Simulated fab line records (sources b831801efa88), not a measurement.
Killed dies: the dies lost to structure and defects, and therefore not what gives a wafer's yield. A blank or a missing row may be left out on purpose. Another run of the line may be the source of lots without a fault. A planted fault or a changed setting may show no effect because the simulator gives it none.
A struck lot beside a sound one    flow gf180mcu    14 out of 602 route steps
Sound: wafers L602.1, L602.5, L602.6. Wafers L595.1, L595.4, L595.5 were the ones struck. The cause is named last.
Order at every step that has rows: each side's tool, ch and its chambers, its first start. Under that, the readings that differ: sound wafers    struck wafers    difference of the means    sigmas: that difference in standard deviations of wafers without a fault.
alike: a reading whose means differ by less than 2 such deviations, as well as words and numbers matching on both sides. not compared: withheld readings; readings where some wafer has no value; bounds like >300 that might hide an equal value; numbers whose values overlap and for which the record gives no deviation.
A row with sigmas, a row that says differs or no value, or rows on one side alone: a step with any of these is where the two part. Numbers that don't overlap but have no deviation are shown without sigmas and don't part them. A reading that every wafer of one side lacks parts them only if that side has two wafers or more.

first, 3 steps without rows for these wafers: GF_HV_LDD_EXPOSE_04 (exposes mask Nplus LV AREA, target cd 400 nm); GF_HV_LDD_PEB_05; GF_HV_LDD_DEVELOP_06 (develop time 60 s).
GF_HV_LDD_CD_MEAS_07: the cd target is 400 nm.
  struck on cdSem-02, day 14 17:46; sound on cdSem-01, day 16 11:24
  alike: cdNm
GF_HV_LDD_OVL_MEAS_08:
  struck on overlay-02, day 14 17:53; sound on overlay-01, day 16 11:31
  alike: HV_LDD_OVL
after that, 1 step had no rows for these wafers: GF_HV_LDD_IMPLANT_09.
GF_HV_LDD_STRIP_10: strips in O2/N2.
  sound on plasmaAsher-03 ch 0,1, day 16 11:43; struck on plasmaAsher-03 ch 1, day 14 18:05
  alike: drypumpMotorCurrentA, heaterPowerW, oesProductAu, stripTimeToEndpointS
  not compared: rfHoursCounterH
GF_HV_LDD_TW_MEAS_11:
  struck on filmMetro-03, day 14 18:11; sound on filmMetro-01, day 16 11:49
reading    sound           struck          difference  sigmas
HV_LDD_TW  2393 2396 2387  2457 2454 2446  +60         +2
then, 4 steps without rows for these wafers: GF_HV_LDD_DEHYDRATE_12 (time 60 s); GF_HV_LDD_HMDS_13 (prime time 60 s); GF_HV_LDD_COAT_14 (resist thk 1000 nm); GF_HV_LDD_SOFTBAKE_15 (time 60 s).
GF_HV_LDD_EXPOSE_16: exposes mask Pplus LV AREA, target cd 400 nm.
  sound on ilineStepper-01 ch 0, day 16 22:57; struck on ilineStepper-02, day 15 04:42
  no value came back on the struck wafers for exposureDoseMJCm2, focusOffsetNm (nm); on the sound wafers exposureDoseMJCm2 reads 140.16 140.13 140.14
reading                       sound                    struck                difference  sigmas
model.HV_LDD.overlayYNm (nm)  -0.6663 -0.6663 -0.6663  0.5683 0.5683 0.5683  +1.2346     
  alike: mask
after that, 1 step had no rows for these wafers: GF_HV_LDD_PEB_17.

== WHERE THEY PART ==
Last at GF_HV_LDD_EXPOSE_16 as far as this record goes, first at GF_HV_LDD_TW_MEAS_11.

WHY: whatever the simulator had introduced
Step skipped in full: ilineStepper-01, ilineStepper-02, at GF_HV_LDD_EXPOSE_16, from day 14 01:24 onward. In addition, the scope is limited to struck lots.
